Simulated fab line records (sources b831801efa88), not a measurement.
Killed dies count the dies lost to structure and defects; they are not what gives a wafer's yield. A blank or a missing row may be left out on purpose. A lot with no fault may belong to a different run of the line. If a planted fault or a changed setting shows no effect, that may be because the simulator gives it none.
Which tool is to blame? | flow sky130 | Sampling: 13 lots, 39 wafers, 5 of 708 route steps

== WHAT EACH GAUGE READ, for each wafer ==
SKY_SD_P_OVL_MEAS_08. Usual: for SD_P_OVL the level is 0.3 nm and the standard deviation is 1.3.
lot  | measured     | on         | SD_P_OVL (nm)  | flag
L241 | day 25 19:02 | overlay-01 | 0.6 -1.0 -0.4  |
L242 | day 26 07:29 | overlay-01 | -0.3 -0.5 0.2  |
L243 | day 26 18:17 | overlay-02 | -0.6 0.6 -0.7  |
L244 | day 26 22:48 | overlay-01 | -0.2 -1.1 -0.2 |
L245 | day 27 04:10 | overlay-01 | -0.6 -0.4 -0.4 |
L246 | day 27 12:49 | overlay-01 | 2.6 0.7 1.2    |
L247 | day 27 22:13 | overlay-02 | 1.1 1.6 1.9    |
L249 | day 28 13:48 | overlay-02 | 0.7 -0.3 -0.2  |
L250 | day 29 06:26 | overlay-01 | 0.1 -0.6 -0.8  |
L252 | day 29 19:06 | overlay-02 | 0.5 -0.1 0.9   |
L261 | day 32 13:05 | overlay-02 | 1.7 1.2 1.5    |
L262 | day 32 20:38 | overlay-01 | 0.9 0.0 0.6    |
L263 | day 33 17:35 | overlay-01 | 1.6 1.2 -1.7   |

SKY_SD_P_TW_MEAS_11. Usual: for SD_P_TW the level is 2811 and the standard deviation is 13.
lot  | measured     | on            | SD_P_TW        | flag
L241 | day 25 19:20 | film metro-01 | 2802 2831 2807 |
L242 | day 26 07:46 | film metro-01 | 2778 2800 2780 |
L243 | day 26 18:34 | film metro-03 | 2812 2811 2811 |
L244 | day 26 23:05 | film metro-04 | 2803 2813 2806 |
L245 | day 27 04:28 | film metro-03 | 2806 2818 2796 |
L246 | day 27 13:06 | film metro-03 | 2825 2818 2816 |
L247 | day 27 22:30 | film metro-03 | 2797 2816 2810 |
L249 | day 28 14:06 | film metro-03 | 2808 2827 2810 |
L250 | day 29 06:43 | film metro-03 | 2805 2801 2824 |
L252 | day 29 19:23 | film metro-03 | 2794 2799 2794 |
L261 | day 32 13:22 | film metro-03 | 2819 2822 2830 |
L262 | day 32 20:55 | film metro-03 | 2827 2832 2828 |
L263 | day 33 17:53 | film metro-01 | 2801 2827 2820 |

SKY_SD_N_CD_MEAS_07 targets a cd of 380 nm. Usual: cd nm 379.4 nm, standard deviation 2.6.
lot  | measured     | on        | cd nm (nm)        | flag
L241 | day 28 05:02 | cd sem-01 | 377.9 381.5 378.8 |
L242 | day 28 17:10 | cd sem-02 | 377.5 377.8 377.3 |
L243 | day 29 02:52 | cd sem-01 | 377.6 376.2 376.3 |
L244 | day 29 07:57 | cd sem-01 | 379.8 382.3 380.8 |
L245 | day 29 13:35 | cd sem-01 | 377.0 380.5 376.3 |
L246 | day 29 21:47 | cd sem-01 | 378.3 378.5 376.0 |
L247 | day 30 07:16 | cd sem-01 | 381.1 381.7 383.5 |
L249 | day 30 22:13 | cd sem-01 | 383.5 381.2 380.8 |
L250 | day 31 15:00 | cd sem-01 | 329.4 330.6 330.9 | OFF
L252 | day 32 02:46 | cd sem-01 | 381.9 384.3 383.9 |
L261 | day 34 19:56 | cd sem-01 | 375.6 374.4 374.3 |
L262 | day 35 02:08 | cd sem-02 | 376.2 377.7 377.0 |
L263 | day 35 23:16 | cd sem-01 | 378.9 377.2 379.9 |

== EACH LOT AND THE TOOL THAT RAN IT (in order: tool; ch and the chambers of the sampled wafers; start) ==
lot  | SKY_POLY_CUT_ETCH_11               | SKY_SD_N_EXPOSE_04
L241 | rie diel-02 ch 0,1, day 24 13:22   | iline stepper-02 ch 0, day 27 14:22
L242 | rie diel-03 ch 1,2,3, day 25 02:38 | iline stepper-01 ch 0, day 28 03:27
L243 | rie diel-03 ch 1,2,3, day 25 13:40 | iline stepper-02 ch 0, day 28 13:37
L244 | rie diel-02 ch 0,3, day 25 17:22   | iline stepper-01 ch 0, day 28 17:55
L245 | rie diel-02 ch 1,2, day 25 23:33   | iline stepper-02 ch 0, day 28 23:26
L246 | rie diel-01 ch 0,1,3, day 26 07:35 | iline stepper-02 ch 0, day 29 07:39
L247 | rie diel-02 ch 0,3, day 26 17:40   | iline stepper-02 ch 0, day 29 17:35
L249 | rie diel-03 ch 1,2,3, day 27 09:13 | iline stepper-02 ch 0, day 30 08:52
L250 | rie diel-03 ch 1,2,3, day 28 01:58 | iline stepper-02 ch 0, day 31 01:19
L252 | rie diel-01 ch 0,2,3, day 28 14:07 | iline stepper-01 ch 0, day 31 12:48
L261 | rie diel-01 ch 0,3, day 31 09:25   | iline stepper-01 ch 0, day 34 06:17
L262 | rie diel-01 ch 0,3, day 31 17:19   | iline stepper-01 ch 0, day 34 13:38
L263 | rie diel-02 ch 0,2,3, day 32 14:11 | iline stepper-01 ch 0, day 35 10:10
- SKY_POLY_CUT_ETCH_11: etches Si3N4 in CF4/CH2F2/Ar, stops on poly-Si, time 42.5 s, target depth 60 nm.
- SKY_SD_N_EXPOSE_04: exposes mask NSDM, target cd 380 nm.

== AS READ BY THE TOOLS THEMSELVES (means over the sampled wafers that have a number; for cases with no such wafer, the mark the record gives instead) ==
SKY_POLY_CUT_ETCH_11. Usual: drypump motor current A 5.6 A, standard deviation 0.54; oes product au 0.829 a.u., standard deviation 0.0064; rf fwd power W 593.4 W, standard deviation 2.5; throttle valve pct 14.993 %, standard deviation 0.01.
lot  | tool        | drypump motor current A (A) | oes product au (a.u.) | rf fwd power W (W) | throttle valve pct (%) | flag
L241 | rie diel-02 | 5.0                         | 0.827                 | 591.9              | 14.989                 |
L242 | rie diel-03 | 5.7                         | 0.829                 | 594.2              | 14.991                 |
L243 | rie diel-03 | 5.7                         | 0.829                 | 592.5              | 14.993                 |
L244 | rie diel-02 | 5.3                         | 0.832                 | 592.8              | 14.987                 |
L245 | rie diel-02 | 5.1                         | 0.825                 | 595.1              | 14.988                 |
L246 | rie diel-01 | 5.7                         | 0.827                 | 593.5              | 15.002                 |
L247 | rie diel-02 | 5.6                         | 0.829                 | 593.0              | 14.997                 |
L249 | rie diel-03 | 5.7                         | 0.822                 | 592.1              | 14.989                 |
L250 | rie diel-03 | 5.7                         | 0.822                 | 595.0              | 14.984                 |
L252 | rie diel-01 | 6.0                         | 0.823                 | 595.8              | 14.995                 |
L261 | rie diel-01 | 5.7                         | 0.831                 | 594.1              | 14.987                 |
L262 | rie diel-01 | 5.7                         | 0.830                 | 594.2              | 14.992                 |
L263 | rie diel-02 | 5.4                         | 0.828                 | 593.5              | 14.994                 |

== THE ANSWER, worked out from the rows above alone ==
Rule: a lot counts as off when the mean over its wafers that have a number is more than 3 standard deviations away from the usual mean. Also off: a lot with no number at a reading for which 4 or more lots have one. Any other lot the step has rows for is counted as sound. First the gauges in route order, then the tools' own readings, where a lot's mean is used as printed above. The first step at which some lot is off is used, and at that step the reading that is off furthest; a lot without a number counts as furthest.
Off: L250, at SKY_SD_N_CD_MEAS_07 (cd nm).
If a tool, at a process step before that reading, ran all the lots that are off and no sound lot after the first of them, it fits. The gauges at SKY_SD_N_CD_MEAS_07 are tried like those tools. Undecided on this evidence; 2 tools fit (rie diel-03 at SKY_POLY_CUT_ETCH_11, iline stepper-02 at SKY_SD_N_EXPOSE_04).

== WHAT THE SIMULATOR PUT IN ==
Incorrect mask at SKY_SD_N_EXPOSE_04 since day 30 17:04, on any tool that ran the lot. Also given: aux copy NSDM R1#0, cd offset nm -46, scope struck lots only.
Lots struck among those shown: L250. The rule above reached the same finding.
